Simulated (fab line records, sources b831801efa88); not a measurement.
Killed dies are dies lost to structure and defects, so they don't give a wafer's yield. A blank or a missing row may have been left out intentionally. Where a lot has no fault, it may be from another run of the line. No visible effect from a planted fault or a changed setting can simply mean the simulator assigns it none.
Which tool did it? | flow gf180mcu | 6 lots with 17 wafers sampled at 2 steps, on a route of 602 steps

WHAT THE GAUGES SHOWED, per wafer
GF_V2_CD_MEAS_14: target cd 260 nm.
lot  | measured     | on       | cdNm (nm)
L656 | day 20 11:19 | cdSem-02 | 260.4 260.4 261.4
L662 | day 22 15:19 | cdSem-01 | 261.1 261.6 260.5
L667 | day 25 02:58 | cdSem-01 | 261.3 261.1 260.2
L669 | day 25 08:23 | cdSem-02 | 261.5 261.2 260.9
L673 | day 26 13:55 | cdSem-01 | 267.0 267.6 267.0 267.9
L677 | day 27 14:05 | cdSem-02 | 261.9 261.0 260.3

WHAT TOOL EACH LOT RAN ON (gives the tool, then ch and the chambers of the sampled wafers, and finally the start)
lot  | GF_V2_COAT_09
L656 | lithoTrack-04 ch 0, day 19 23:00
L662 | lithoTrack-01 ch 0, day 22 03:00
L667 | lithoTrack-01 ch 0, day 24 15:00
L669 | lithoTrack-04 ch 0, day 24 21:00
L673 | lithoTrack-01 ch 0, day 26 03:00
L677 | lithoTrack-02 ch 0, day 27 03:00
- GF_V2_COAT_09: resist thk 1000 nm.

THE ANSWER, worked out from the rows above alone
Rule: the usual values come from the lots themselves. The widest of any qualifying gaps counts: lots, ordered by their means at a reading, are off when they make up no more than a third of the lots, leave a main group of 4 or more, and stand apart from it by 3 or more times the standard deviation of that group's means. The tables above print the reading to a certain number of digits; a main group whose means all agree to those digits is not used. Also off: a lot with no number at a reading for which 4 or more lots have one. Where the step has rows for the other lots, those lots are counted as sound.
Off, at GF_V2_CD_MEAS_14 on cdNm: L673. Main group: mean 261.0 nm, sd 0.17.
A tool fits if, at a process step before that reading, it ran every lot that is off, and no sound lot after the first of them. Those tools and the gauges at GF_V2_CD_MEAS_14 are tried in the same way. Can't be told from this: 2 tools fit, lithoTrack-01 at GF_V2_COAT_09, cdSem-01 at GF_V2_CD_MEAS_14.

WHAT THE SIMULATOR HAD PUT IN
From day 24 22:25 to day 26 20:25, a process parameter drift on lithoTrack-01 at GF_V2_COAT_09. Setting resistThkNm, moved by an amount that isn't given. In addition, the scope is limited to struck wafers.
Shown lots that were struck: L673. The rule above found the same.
